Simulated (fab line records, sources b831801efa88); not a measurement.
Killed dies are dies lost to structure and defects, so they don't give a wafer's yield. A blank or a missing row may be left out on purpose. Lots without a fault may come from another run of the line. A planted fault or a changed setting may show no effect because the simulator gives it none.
A struck lot beside a sound one | flow sky130 | 15 steps out of a route of 708
Sound: wafers L528.1, L528.4, L528.5. Struck: wafers L537.1, L537.2, L537.5. The cause comes at the end.
At each step with rows: each side's tool, then ch and its chambers, then its first start. Under that, the readings that differ: sound wafers | struck wafers | difference of the means | sigmas: that difference in standard deviations of wafers without a fault.
alike: readings whose means differ by less than 2 such deviations, and words and numbers that are the same on both sides. not compared: withheld readings, readings that some wafer has no value for, bounds like >300 that may hide the same value, and numbers for which the record gives no deviation and whose values overlap.
The two part at a step that has a row with sigmas, a row that says differs or no value, or rows on one side only. Numbers that don't overlap but have no deviation are shown without sigmas and don't part them. A reading that every wafer of one side lacks parts them only if that side has two wafers or more.

first, 3 steps without rows for these wafers: SKY_GATE_OXIDE_CLEAN_15 (cleans in SC1/SC2, time 150 s); SKY_GATE_OXIDE_OXIDATION_16 (stabilise 600 s, purge 300 s, target thk 3.57 nm); SKY_POLY_GATE_CVD_00 (deposits poly-Si, target thk 180 nm, time 720 s).
SKY_POLY_GATE_THK_MEAS_01:
  sound on film_metro-02, day 15 10:47; struck on film_metro-04, day 18 18:37
  alike: POLY_GATE_CVD_00_THK
then, 8 steps without rows for these wafers: SKY_RES_PROTECT_DEHYDRATE_00 (time 60 s); SKY_RES_PROTECT_HMDS_01 (prime time 60 s); SKY_RES_PROTECT_COAT_02 (resist thk 1140 nm); SKY_RES_PROTECT_SOFTBAKE_03 (time 60 s); SKY_RES_PROTECT_EXPOSE_04 (exposes mask RPM, target cd 1270 nm); SKY_RES_PROTECT_PEB_05; SKY_RES_PROTECT_DEVELOP_06 (develop time 60 s); SKY_POLY_GATE_IMPLANT_02.
SKY_RES_PROTECT_STRIP_07: strips in O2/N2.
  sound on plasma_asher-01 ch 0, day 16 15:05; struck on plasma_asher-01 ch 0,1, day 20 02:01
  no value came back on the struck wafers for chamber_pressure_mTorr (mTorr), drypump_motor_current_A (A), oes_product_au (a.u.), strip_time_to_endpoint_s (s); on the sound wafers chamber_pressure_mTorr (mTorr) reads 1501.5 1500.0 1499.7
  reading                                          | sound | struck         | difference | sigmas
  model.NOVOLAK_of_RES_PROTECT_COAT_02.thk_nm (nm) | 0 0 0 | 1140 1140 1137 | +1139      |
  not compared: rf_hours_counter_h
SKY_RES_PROTECT_TW_MEAS_08:
  sound on film_metro-04, day 16 15:11; struck on film_metro-04, day 20 02:07
  alike: POLY_GATE_TW
-- the record jumps here: 29 days lie between the struck wafers' starts before and after (it left off in module RES_PROTECT and takes up again in module PAD_OPEN, whose first step shown is number 708 of the route) --
SKY_PAD_OPEN_PROBE_99:
  sound on prober-02, day 46 20:00; struck on prober-01, day 48 23:26
  reading             | sound    | struck                                                               | difference                   | sigmas
  hold                | - - -    | await_dispo/1.5h/scrap await_dispo/1.5h/scrap await_dispo/1.5h/scrap | no value on the sound wafers |
  killed_at_front_end | 11 8 13  | 422 422 417                                                          | +410                         | +99 or more
  killed_dies         | 94 81 98 | 492 492 492                                                          | +401                         | +46
  killed_on_rim       | 21 13 15 | 96 96 96                                                             | +80                          | +22
  alike: killed_at_M0_to_M3, killed_at_M4_up, killed_at_contacts, killed_at_other, killed_open, killed_short

WHERE THEY PART
First at SKY_RES_PROTECT_STRIP_07; last, within this record, at SKY_PAD_OPEN_PROBE_99.

WHY: what the simulator had put in
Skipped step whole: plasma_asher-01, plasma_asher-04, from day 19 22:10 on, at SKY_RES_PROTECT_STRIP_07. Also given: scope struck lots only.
